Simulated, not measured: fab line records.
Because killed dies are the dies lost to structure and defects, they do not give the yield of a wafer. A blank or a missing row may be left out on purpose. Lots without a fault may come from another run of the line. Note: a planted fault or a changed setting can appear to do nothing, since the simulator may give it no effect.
A lot that was struck, set against a sound lot :: flow sfq_line :: 14 out of 325 route steps
Sound: wafers L594.2, L594.5, L594.6. Wafers L603.3, L603.4, L603.5 were the ones struck. The cause is named last.
Each step with rows lists, per side, the tool, then ch with its chambers, then its first start. Under that, the readings that differ: sound wafers :: struck wafers :: difference of the means :: sigmas: that difference in standard deviations of wafers without a fault.
alike: words and numbers the same on both sides, and readings whose means are apart by under 2 such deviations; not compared: readings that were withheld, readings missing a value for some wafer, numbers with overlapping values and no deviation given by the record, and bounds like >300 which may hide the same value.
A row with sigmas, a row that says differs or no value, or rows on one side alone: a step with any of these is where the two part. Numbers that don't overlap but have no deviation are shown without sigmas and don't part them. A reading that every wafer of one side lacks parts them only if that side has two wafers or more.

SFQ_TRILAYER_A5B_CMP_CMP_130: polishes, stops on Nb, target thk 340.7 nm.
  sound on cmp-01 ch 1,2,3, day 61 16:11; struck on cmp-01 ch 0,1, day 68 14:12
  alike: motor_current_A, platen_rpm
SFQ_TRILAYER_A5B_METRO_MEASURE_131:
  sound on film_metro-01, day 61 18:23; struck on film_metro-04, day 68 17:06
  alike: thk_nm
SFQ_TRILAYER_R5_DEP_SPUTTER_132: material Ti, target thk 5 nm, time 5 s.
  sound on pvd_sputter-04, day 61 19:23; struck on pvd_sputter-03, day 68 17:54
  alike: throttle_valve_pct
SFQ_TRILAYER_R5_DEP_SPUTTER_133: material MoNx, target thk 40 nm, time 66.7 s.
  sound on pvd_sputter-04, day 61 19:24; struck on pvd_sputter-03, day 68 17:55
  alike: throttle_valve_pct
SFQ_TRILAYER_R5_DEP_SPUTTER_134: material Ti, target thk 5 nm, time 5 s.
  sound on pvd_sputter-04, day 61 19:28; struck on pvd_sputter-03, day 68 17:58
  alike: throttle_valve_pct
SFQ_R5_RS_MEAS_933: a four-point-probe measurement.
  sound on film_metro-03, day 61 19:29; struck on film_metro-02, day 68 18:02
  alike: R5_MONX_RS
SFQ_R5_THK_MEAS_934: measures by xrf.
  sound on film_metro-03, day 61 19:36; struck on film_metro-02, day 68 18:08
  alike: R5_MONX_THK
then, 5 steps without rows for these wafers: SFQ_TRILAYER_R5_LITHO_COAT_141 (resist thk 62 nm); SFQ_TRILAYER_R5_LITHO_COAT_136 (resist thk 600 nm); SFQ_TRILAYER_R5_LITHO_SOFTBAKE_140; SFQ_TRILAYER_R5_LITHO_EXPOSE_137 (exposes mask R5, target cd 500 nm); SFQ_TRILAYER_R5_LITHO_PEB_139 (peb time 60 s).
-- the record jumps here: 5 days lie between the struck wafers' starts before and after --
SFQ_TRILAYER_R5_LITHO_DEVELOP_138: time 60 s.
  struck on litho_track-01, day 73 13:36; sound on litho_track-01 ch 0, day 67 05:13
  no value came back on the struck wafers for chill_plate_temp_C (C), exhaust_pa (Pa); on the sound wafers chill_plate_temp_C (C) reads 23.07 22.98 23.05
reading: model.KrF_of_TRILAYER_R5_LITHO_COAT_136.thk_nm (nm)
sound: 574.6 573.8 574
struck: 598.5 599.2 599
difference: +24.8
sigmas: 
SFQ_R5_OVL_MEAS_935:
  sound on overlay-01, day 67 05:20; struck on overlay-02, day 73 13:43
reading: R5_OVL (nm)
sound: -11 -7 -11
struck: - - -
difference: no value on the struck wafers
sigmas: 

WHERE THEY PART
Last at SFQ_R5_OVL_MEAS_935 as far as this record goes, first at SFQ_TRILAYER_R5_LITHO_DEVELOP_138.

WHY: what had been put in by the simulator
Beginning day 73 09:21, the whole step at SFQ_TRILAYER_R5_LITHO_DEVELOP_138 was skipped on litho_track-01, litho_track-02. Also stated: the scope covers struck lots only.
